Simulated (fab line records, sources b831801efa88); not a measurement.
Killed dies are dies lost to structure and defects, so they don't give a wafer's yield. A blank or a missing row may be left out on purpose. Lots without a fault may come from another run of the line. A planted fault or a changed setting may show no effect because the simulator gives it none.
Which tool did it? | flow gf180mcu | 14 lots, 42 wafers sampled, at 2 steps of a route of 602

WHAT THE GAUGES READ, wafer by wafer
GF_M5_CD_MEAS_07: target cd 280 nm.
lot  | measured     | on        | cd_nm (nm)
L440 | day 26 06:10 | cd_sem-02 | 279.1 280.0 277.7
L443 | day 27 03:05 | cd_sem-01 | 278.7 279.6 277.8
L444 | day 27 22:53 | cd_sem-02 | 278.9 278.9 279.0
L448 | day 29 07:20 | cd_sem-01 | - - -
L447 | day 29 08:11 | cd_sem-01 | - - -
L453 | day 30 19:38 | cd_sem-01 | 281.0 280.3 279.9
L454 | day 31 01:29 | cd_sem-02 | 278.0 278.2 278.8
L456 | day 31 10:37 | cd_sem-01 | 279.4 280.4 280.9
L457 | day 31 16:50 | cd_sem-01 | 280.2 279.9 278.2
L458 | day 31 17:35 | cd_sem-01 | 278.7 279.4 278.7
L459 | day 32 00:43 | cd_sem-01 | 279.2 278.5 279.3
L460 | day 32 06:29 | cd_sem-01 | 281.9 282.2 281.5
L462 | day 32 21:17 | cd_sem-01 | 280.2 279.2 279.0
L463 | day 32 22:07 | cd_sem-02 | 281.2 281.1 282.4

WHICH TOOL RAN EACH LOT (tool, then ch and the chambers of the sampled wafers, then the start)
lot  | GF_M5_EXPOSE_04
L440 | krf_scanner-01 ch 0, day 25 20:07
L443 | krf_scanner-01 ch 0, day 26 17:37
L444 | krf_scanner-02 ch 0, day 27 13:43
L448 | krf_scanner-01, day 28 21:31
L447 | krf_scanner-01, day 28 22:35
L453 | krf_scanner-01 ch 0, day 30 10:15
L454 | krf_scanner-01 ch 0, day 30 17:11
L456 | krf_scanner-01 ch 0, day 31 02:28
L457 | krf_scanner-01 ch 0, day 31 07:49
L458 | krf_scanner-01 ch 0, day 31 08:26
L459 | krf_scanner-02 ch 0, day 31 16:44
L460 | krf_scanner-02 ch 0, day 31 21:38
L462 | krf_scanner-01 ch 0, day 32 13:10
L463 | krf_scanner-01 ch 0, day 32 13:49
- GF_M5_EXPOSE_04: exposes mask Metal5, target cd 280 nm.

WHAT THE TOOLS THEMSELVES READ (means of the sampled wafers that have a number; where no wafer has one, the mark that the record gives instead)
GF_M5_EXPOSE_04.
lot  | tool           | exposure_dose_mJ_cm2 | focus_offset_nm (nm)
L440 | krf_scanner-01 | 27.990               | -0.8
L443 | krf_scanner-01 | 28.029               | -0.3
L444 | krf_scanner-02 | 27.989               | -0.5
L448 | krf_scanner-01 | -                    | -
L447 | krf_scanner-01 | -                    | -
L453 | krf_scanner-01 | 27.993               | 0.1
L454 | krf_scanner-01 | 28.008               | -0.3
L456 | krf_scanner-01 | 27.976               | -0.0
L457 | krf_scanner-01 | 27.981               | -0.3
L458 | krf_scanner-01 | 27.996               | 0.6
L459 | krf_scanner-02 | 27.975               | 0.2
L460 | krf_scanner-02 | 27.991               | -0.1
L462 | krf_scanner-01 | 27.976               | -0.1
L463 | krf_scanner-01 | 27.992               | -0.7

THE ANSWER, worked out from the rows above alone
Rule: what is usual is taken from the lots themselves. Put in order of their means at a reading, lots are off if they are a third of the lots or fewer, leave a main group of 4 or more, and stand apart from it by a gap of 3 or more times the standard deviation of the main group's means; of several such gaps the widest counts. A main group whose means are all the same, to the digits that the tables above print for the reading, isn't used. A lot without any number at a reading at which 4 lots or more have one is off too. The other lots that the step has rows for count as sound. The gauges are gone through in route order, then the tools' own readings, and for those a lot's mean is taken as printed above. The first step at which some lot is off is used, and at that step the reading that is off furthest; a lot without a number counts as furthest.
Off: L448, L447, at GF_M5_CD_MEAS_07 (cd_nm). Without a number there: L448, L447. The main group: mean 279.6 nm, standard deviation 1.1.
A tool fits if, at a process step before that reading, it ran every lot that is off, and no sound lot after the first of them. The gauges at GF_M5_CD_MEAS_07 aren't tried: what is off there is off at GF_M5_EXPOSE_04 too, on other tools, and a gauge's error can't cause that. None of those tried fits.

WHAT THE SIMULATOR HAD PUT IN
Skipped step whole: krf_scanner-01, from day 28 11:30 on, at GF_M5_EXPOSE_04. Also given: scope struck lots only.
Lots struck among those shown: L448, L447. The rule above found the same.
